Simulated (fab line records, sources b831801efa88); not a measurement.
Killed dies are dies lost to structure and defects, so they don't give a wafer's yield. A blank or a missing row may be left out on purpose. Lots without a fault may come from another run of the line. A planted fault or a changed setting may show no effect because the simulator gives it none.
fab line records | flow sky130
record lots=12 wafers=36 last_day=50
route steps=708 shown LI_CONTACT@369 LOCAL_INTERCONNECT@389 METAL1@440
lots that met no fault: from a run of the same line without faults
start_h: hours from the record's first day to the start of the lot's first wafer shown | wait_h: hours since the lot's step before | " the same as in the row above | L1.1+2: a row that stands for several wafers | - no value, or no start given | * or withheld: withheld | < > ~ a bound
route shown NAME@n: a module of which the file shows steps, and the number in the route of the first | usual: mean/standard deviation of fault-free wafers | same: alike in all rows | chamber/n: place in a boat | sites: the reading at each site | _std_site: their standard deviation | _edge_site: outer sites' mean less inner sites' | radius_mm: how far each site lies from the wafer's centre | mask NAME#n: copy n | behind: the tool/chamber that last shaped the wafer | hold: why the lot was held/for how many hours/how that ended | device: the transistor (n, p or np) that didn't switch | end of line: the same wafers' tests at the end of the route | a step without rows: its recipe alone | killed: dies lost to structure and defects at the first sort, not the wafer's yield | map: a wafer's dies, x killed, . not, _ none there
set.NAME: the setting as run; set.NAME@STEP: as run at that earlier step | model.NAME: the simulator's own value behind a step, which no gauge read
steps of the route over a sample of lots; a table a step, a row a wafer
services: from which hour (start_h, from the record's first day; less than 0 if before it) a tool's chamber was out of use, for how many hours, and why
## steps
# step SKY_LI_CONTACT_COAT_07
# recipe resist=KrF-thick spin_rpm=3000 resist_thk_nm=450
# usual spin_speed_rpm=3000.2/2.1
# columns lot.wafer tool chamber start_h wait_h spin_speed_rpm
L138.1 litho_track-04 0 654 - 3000.8
L138.2 " 0 " " 3000.9
L138.6 " 0 " " 3000.5
L139.2 litho_track-04 0 667 - 2997.0
L139.3 " 0 " " 2998.6
L139.6 " 0 " " 3000.2
L140.1 litho_track-03 0 680 - 3000.4
L140.2 " 0 " " 2998.5
L140.5 " 0 " " 3005.5
L141.2 litho_track-01 0 685 - 2999.6
L141.3 " 0 " " 2999.8
L141.6 " 0 " " 3004.2
L142.1 litho_track-04 0 698 - 2999.7
L142.3 " 0 " " 2999.5
L142.4 " 0 " " 3002.6
L144.3 litho_track-04 0 705 - 3000.5
L144.4 " 0 " " 3000.5
L144.6 " 0 " " 2999.2
L145.3 litho_track-01 0 717 - 2994.6
L145.5 " 0 " " 2999.9
L145.6 " 0 " " 2995.2
L148.4 litho_track-04 0 748 - 2999.9
L148.5 " 0 " " 3002.1
L148.6 " 0 " " 3000.5
L149.1 litho_track-04 0 757 - 2999.8
L149.3 " 0 " " 2994.8
L149.4 " 0 " " 2998.1
L157.1 litho_track-04 0 810 - 3114.2
L157.4 " 0 " " 3115.5
L157.5 " 0 " " 3115.8
L158.2 litho_track-04 0 818 - 3120.2
L158.3 " 0 " " 3116.8
L158.5 " 0 " " 3117.5
L161.2 litho_track-03 0 837 - 3003.7
L161.4 " 0 " " 2999.1
L161.5 " 0 " " 3001.8
# step SKY_LI_CONTACT_STRIP_16
# recipe chemistry=O2/N2 power_w=1400 pressure_mtorr=1500 platen_temp_c=withheld o2_flow_sccm=3000 n2_flow_sccm=300 overash_fraction=0.5
# usual drypump_motor_current_A=5.84/0.092 oes_product_au=0.375/0.0042 strip_time_to_endpoint_s=3.491/0.027
# columns lot.wafer tool chamber start_h wait_h drypump_motor_current_A oes_product_au rf_hours_counter_h strip_time_to_endpoint_s
L138.1 plasma_asher-02 0 668.95 - 5.73 0.371 57 3.462
L138.2 " 1 " " 5.77 0.374 57 3.494
L138.6 " 1 " " 5.77 0.377 - 3.474
L139.2 plasma_asher-02 0 683.44 - 5.69 0.377 58 3.525
L139.3 " 0 " " 5.72 0.375 - 3.480
L139.6 " 1 " " 5.79 0.377 - 3.493
L140.1 plasma_asher-04 0 695.00 - 5.83 0.378 28 3.469
L140.2 " 1 " " 5.99 0.373 28 3.541
L140.5 " 0 " " 5.85 0.379 - 3.509
L141.2 plasma_asher-01 0 699.71 - 5.85 0.373 96 3.486
L141.3 " 0 " " 5.85 0.365 - 3.463
L141.6 " 0 " " 5.84 0.378 - 3.482
L142.1 plasma_asher-02 1 713.75 - 5.80 0.379 61 3.518
L142.3 " 1 " " 5.80 0.375 - 3.530
L142.4 " 0 " " 5.71 0.381 - 3.576
L144.3 plasma_asher-02 1 719.34 - 5.80 0.373 - 3.490
L144.4 " 0 " " 5.72 0.372 - 3.460
L144.6 " 1 " " 5.78 0.381 - 3.503
L145.3 plasma_asher-02 1 731.69 - 5.79 0.379 - 3.488
L145.5 " 1 " " 5.80 0.377 - 3.496
L145.6 " 0 " " 5.69 0.380 - 3.512
L148.4 plasma_asher-02 0 762.69 - 5.72 0.366 - 3.522
L148.5 " 0 " " 5.73 0.377 - 3.508
L148.6 " 1 " " 5.78 0.373 - 3.469
L149.1 plasma_asher-01 1 771.75 - 5.96 0.376 3 3.501
L149.3 " 1 " " 5.95 0.375 - 3.501
L149.4 " 0 " " 5.85 0.376 - 3.486
L157.1 plasma_asher-01 0 824.20 - 5.85 0.367 8 3.356
L157.4 " 1 " " 5.92 0.378 - 3.396
L157.5 " 0 " " 5.86 0.380 - 3.391
L158.2 plasma_asher-01 0 832.80 - 5.82 0.377 9 3.391
L158.3 " 1 " " 5.94 0.363 - 3.389
L158.5 " 0 " " 5.84 0.379 - 3.415
L161.2 plasma_asher-04 1 850.71 - 6.00 0.372 43 3.469
L161.4 " 1 " " 6.00 0.379 - 3.492
L161.5 " 1 " " 5.98 0.369 - 3.481
# step SKY_LOCAL_INTERCONNECT_THK_MEAS_02
# recipe thk_meas_gauge=xrf reads=TiN_of_LOCAL_INTERCONNECT_SPUTTER_00
# usual LOCAL_INTERCONNECT_TIN_THK=98.8/1.1
# columns lot.wafer tool chamber start_h wait_h LOCAL_INTERCONNECT_TIN_THK[nm]
L138.1 film_metro-04 - 670.19 0.1 98.5
L138.2 " - " " 98.2
L138.6 " - " " 99.0
L139.2 film_metro-03 - 684.67 0.1 97.3
L139.3 " - " " 97.4
L139.6 " - " " 97.6
L140.1 film_metro-01 - 696.22 0.1 99.3
L140.2 " - " " 98.4
L140.5 " - " " 99.4
L141.2 film_metro-01 - 700.94 0.1 100.7
L141.3 " - " " 100.1
L141.6 " - " " 102.2
L142.1 film_metro-04 - 714.97 0.1 97.7
L142.3 " - " " 97.9
L142.4 " - " " 98.3
L144.3 film_metro-01 - 720.55 0.1 98.6
L144.4 " - " " 98.2
L144.6 " - " " 97.9
L145.3 film_metro-03 - 732.92 0.1 99.4
L145.5 " - " " 99.8
L145.6 " - " " 100.4
L148.4 film_metro-04 - 763.90 0.1 97.8
L148.5 " - " " 97.3
L148.6 " - " " 98.0
L149.1 film_metro-04 - 773.01 0.1 98.3
L149.3 " - " " 98.0
L149.4 " - " " 98.1
L157.1 film_metro-04 - 825.42 0.1 97.4
L157.4 " - " " 98.4
L157.5 " - " " 97.3
L158.2 film_metro-03 - 834.03 0.1 98.3
L158.3 " - " " 99.0
L158.5 " - " " 98.6
L161.2 film_metro-03 - 852.27 0.1 100.2
L161.4 " - " " 99.9
L161.5 " - " " 99.7
# step SKY_LOCAL_INTERCONNECT_STRIP_15
# recipe chemistry=O2/N2 power_w=1400 pressure_mtorr=1500 platen_temp_c=withheld o2_flow_sccm=3000 n2_flow_sccm=300 overash_fraction=0.5
# usual drypump_motor_current_A=5.7/0.34 oes_product_au=0.427/0.0047 strip_time_to_endpoint_s=4.721/0.016
# columns lot.wafer tool chamber start_h wait_h drypump_motor_current_A oes_product_au rf_hours_counter_h strip_time_to_endpoint_s
L138.1 plasma_asher-02 0 698.84 0.0 5.7 0.429 60 4.736
L138.2 " 1 " " 5.8 0.428 60 4.717
L138.6 " 1 " " 5.8 0.428 - 4.749
L139.2 plasma_asher-01 1 712.74 0.0 5.9 0.432 97 4.724
L139.3 " 0 " " 5.9 0.425 - 4.707
L139.6 " 0 " " 5.9 0.427 - 4.711
L140.1 plasma_asher-01 0 724.09 0.0 5.9 0.435 98 4.705
L140.2 " 1 " " 5.9 0.425 98 4.701
L140.5 " 1 " " 6.0 0.425 - 4.735
L141.2 plasma_asher-02 0 728.90 0.0 5.7 0.428 63 4.716
L141.3 " 1 " " 5.8 0.426 - 4.736
L141.6 " 1 " " 5.8 0.433 - 4.719
L142.1 plasma_asher-01 1 743.49 0.0 5.9 0.433 0 4.722
L142.3 " 1 " " 5.9 0.427 - 4.695
L142.4 " 0 " " 5.8 0.431 - 4.730
L144.3 plasma_asher-03 1 748.68 0.1 5.8 0.434 - 4.727
L144.4 " 0 " " 4.9 0.433 - 4.714
L144.6 " 1 " " 5.8 0.434 - 4.735
L145.3 plasma_asher-03 0 760.18 0.1 4.9 0.424 - 4.732
L145.5 " 0 " " 4.9 0.420 - 4.725
L145.6 " 1 " " 5.8 0.420 - 4.740
L148.4 plasma_asher-01 1 791.17 0.1 5.9 0.432 - 4.732
L148.5 " 1 " " 5.9 0.434 - 4.727
L148.6 " 0 " " 5.9 0.427 - 4.724
L149.1 plasma_asher-02 0 799.94 0.0 5.7 0.425 69 4.704
L149.3 " 0 " " 5.7 0.422 - 4.714
L149.4 " 1 " " 5.8 0.425 - 4.736
L157.1 plasma_asher-02 0 851.29 0.0 5.7 0.425 75 4.725
L157.4 " 0 " " 5.7 0.430 - 4.746
L157.5 " 0 " " 5.7 0.424 - 4.709
L158.2 plasma_asher-01 0 860.60 0.0 5.9 0.428 12 4.722
L158.3 " 0 " " 5.9 0.420 - 4.728
L158.5 " 0 " " 5.9 0.424 - 4.722
L161.2 plasma_asher-02 1 878.24 0.0 5.8 0.437 78 4.736
L161.4 " 0 " " 5.7 0.433 - 4.738
L161.5 " 1 " " 5.8 0.429 - 4.725
# step SKY_METAL1_THK_MEAS_06
# recipe thk_meas_gauge=xrf reads=AlCu_of_METAL1_SPUTTER_02
# usual METAL1_ALCU_THK=253.3/2.8
# columns lot.wafer tool chamber start_h wait_h METAL1_ALCU_THK[nm]
L138.1 film_metro-04 - 729.72 0.1 249.3
L138.2 " - " " 253.2
L138.6 " - " " 249.4
L139.2 film_metro-04 - 744.17 0.1 252.9
L139.3 " - " " 254.7
L139.6 " - " " 253.0
L140.1 film_metro-04 - 754.47 0.1 254.7
L140.2 " - " " 255.4
L140.5 " - " " 254.0
L141.2 film_metro-04 - 759.87 0.1 255.4
L141.3 " - " " 252.9
L141.6 " - " " 255.8
L142.1 film_metro-01 - 773.42 0.1 250.2
L142.3 " - " " 248.9
L142.4 " - " " 251.8
L144.3 film_metro-02 - 779.07 0.1 251.0
L144.4 " - " " 249.3
L144.6 " - " " 247.9
L145.3 film_metro-04 - 791.02 0.1 255.2
L145.5 " - " " 256.5
L145.6 " - " " 254.9
L148.4 film_metro-01 - 821.19 0.1 252.8
L148.5 " - " " 254.5
L148.6 " - " " 255.2
L149.1 film_metro-01 - 829.09 0.1 253.5
L149.3 " - " " 253.8
L149.4 " - " " 253.2
L157.1 film_metro-04 - 880.22 0.1 254.9
L157.4 " - " " 255.4
L157.5 " - " " 256.3
L158.2 film_metro-01 - 889.80 0.1 255.9
L158.3 " - " " 256.6
L158.5 " - " " 258.8
L161.2 film_metro-02 - 905.78 0.1 251.4
L161.4 " - " " 252.9
L161.5 " - " " 249.8
## services
# columns tool chamber start_h hours kind
plasma_asher-03 - 723.94 6.9 repair
plasma_asher-01 - 733.75 9.0 pm
plasma_asher-01 0 733.75 9.0 vent_cycle
plasma_asher-01 1 733.75 9.0 vent_cycle
plasma_asher-01 0 742.75 - clean
plasma_asher-01 1 742.75 - clean
plasma_asher-03 - 810.41 15.6 pm
plasma_asher-04 - 862.59 1.2 repair
## key
first_sign step=SKY_LI_CONTACT_COAT_07 reading=spin_speed_rpm direction=up sigmas=54 usual=3000.2 struck=3116.7
effect step=SKY_LI_CONTACT_STRIP_16 reading=strip_time_to_endpoint_s direction=down sigmas=3.8 usual=* struck=*
met_at SKY_LI_CONTACT_COAT_07
struck_lots L157,L158
tester_left_out L157,L158
not_acting_at SKY_LOCAL_INTERCONNECT_THK_MEAS_02,SKY_LOCAL_INTERCONNECT_STRIP_15,SKY_METAL1_THK_MEAS_06
onset_between 757 810
fault kind=process_parameter_drift tool=litho_track-04 chamber=- onset_h=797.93 steps=SKY_LI_CONTACT_COAT_07 channel=spin_rpm offset=117.28 shape=step end_h=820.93 acts_in=these_recipes_only stated=3000
# tester_left_out: of these lots the tester's yield and bins aren't shown, on N5 and GAA mostly nor the transistor test; their killed dies are dies lost to structure and defects alone, not to doping, threshold or leakage, so they don't give the yield
